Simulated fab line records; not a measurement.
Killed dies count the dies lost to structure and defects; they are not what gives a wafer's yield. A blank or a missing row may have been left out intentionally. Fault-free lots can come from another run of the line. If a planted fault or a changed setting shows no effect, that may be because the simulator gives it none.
Matching of chambers	flow gf180mcu	4 sister chambers for GF_CONTACT_CMP_27 on cmp-01
The step polishes, stops on SiO2, t overpolish 15 s, target thk 0 nm. 4 wafers are shown with their chamber, then 9 later ones without.

## WAFERS, EACH WITH ITS CHAMBER
wafer	chamber	motor current A (A)
L381.5	3	10.3
L382.1	0	10.2
L382.4	1	11.5
L382.5	2	12.1

## WAFERS MISSING THEIR CHAMBER
wafer	motor current A (A)
L383.1	10.8
L383.2	10.4
L383.5	11.4
L391.1	11.4
L391.2	10.5
L391.6	9.9
L395.1	10.2
L395.2	10.5
L395.3	10.5

## CHAMBER TAKEN BY EACH
wafer	from the rows above	in truth
L383.1	can't be placed: 3 or 0 or 1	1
L383.2	can't be placed: 3 or 0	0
L383.5	1	1
L391.1	1	1
L391.2	can't be placed: 3 or 0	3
L391.6	can't be placed: 0 or 3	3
L395.1	can't be placed: 0 or 3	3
L395.2	can't be placed: 3 or 0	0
L395.3	can't be placed: 3 or 0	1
Placed correctly: 2 of 9. Unplaceable from these rows: 7, with the true chamber sitting among the candidates in 6. Wrongly placed: 0.
How it was worked out, from the rows above alone: a wafer's distance from a chamber is the root of the sum, over the readings, of the square of ((its reading less the chamber's mean) divided by the reading's scatter). The wafer belongs to the nearest chamber; if the next one is less than 2 further off, it can't be placed. The mean given for a chamber averages the wafers shown for that chamber. The scatter (one wafer shown for each chamber): square how far every hidden wafer sits from the nearest shown wafer, average those squares and take the square root.
